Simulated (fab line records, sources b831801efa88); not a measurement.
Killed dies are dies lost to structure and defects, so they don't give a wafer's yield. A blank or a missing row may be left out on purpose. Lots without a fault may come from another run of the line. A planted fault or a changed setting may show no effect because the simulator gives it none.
Chamber matching | flow sky130 | SKY_VIA3_CMP_24 on cmp-02: 4 sister chambers
The step polishes, stops on SiO2, t overpolish 20 s, target thk 0 nm. 4 wafers are shown with their chamber, then 8 later ones without.

WAFERS WITH THEIR CHAMBER
wafer  | chamber | motor_current_A (A)
L934.1 | 2       | 12.1
L939.4 | 0       | 11.1
L940.6 | 1       | 10.5
L944.4 | 3       | 9.6

WAFERS WITHOUT THEIR CHAMBER
wafer  | motor_current_A (A)
L944.5 | 9.9
L944.6 | 10.8
L947.2 | 10.9
L947.4 | 9.7
L947.6 | 10.8
L950.3 | 10.6
L950.4 | 9.4
L950.6 | 10.9

WHICH CHAMBER EACH WENT THROUGH
wafer  | from the rows above     | in truth
L944.5 | can't be placed: 3 or 1 | 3
L944.6 | can't be placed: 0 or 1 | 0
L947.2 | can't be placed: 0 or 1 | 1
L947.4 | 3                       | 3
L947.6 | can't be placed: 0 or 1 | 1
L950.3 | can't be placed: 1 or 0 | 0
L950.4 | 3                       | 3
L950.6 | can't be placed: 0 or 1 | 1
Placed correctly: 2 of 8. Can't be placed from these rows: 6 (the true chamber is among the candidates in 6). Placed wrongly: 0.
How it was worked out, from the rows above alone: a wafer's distance from a chamber is the root of the sum, over the readings, of the square of ((its reading less the chamber's mean) divided by the reading's scatter). The wafer belongs to the nearest chamber; if the next one is less than 2 further off, it can't be placed. A chamber's mean is the mean of its shown wafers. The scatter: with one shown wafer a chamber, the root of the mean of the squares of how far each hidden wafer lies from its nearest shown one.
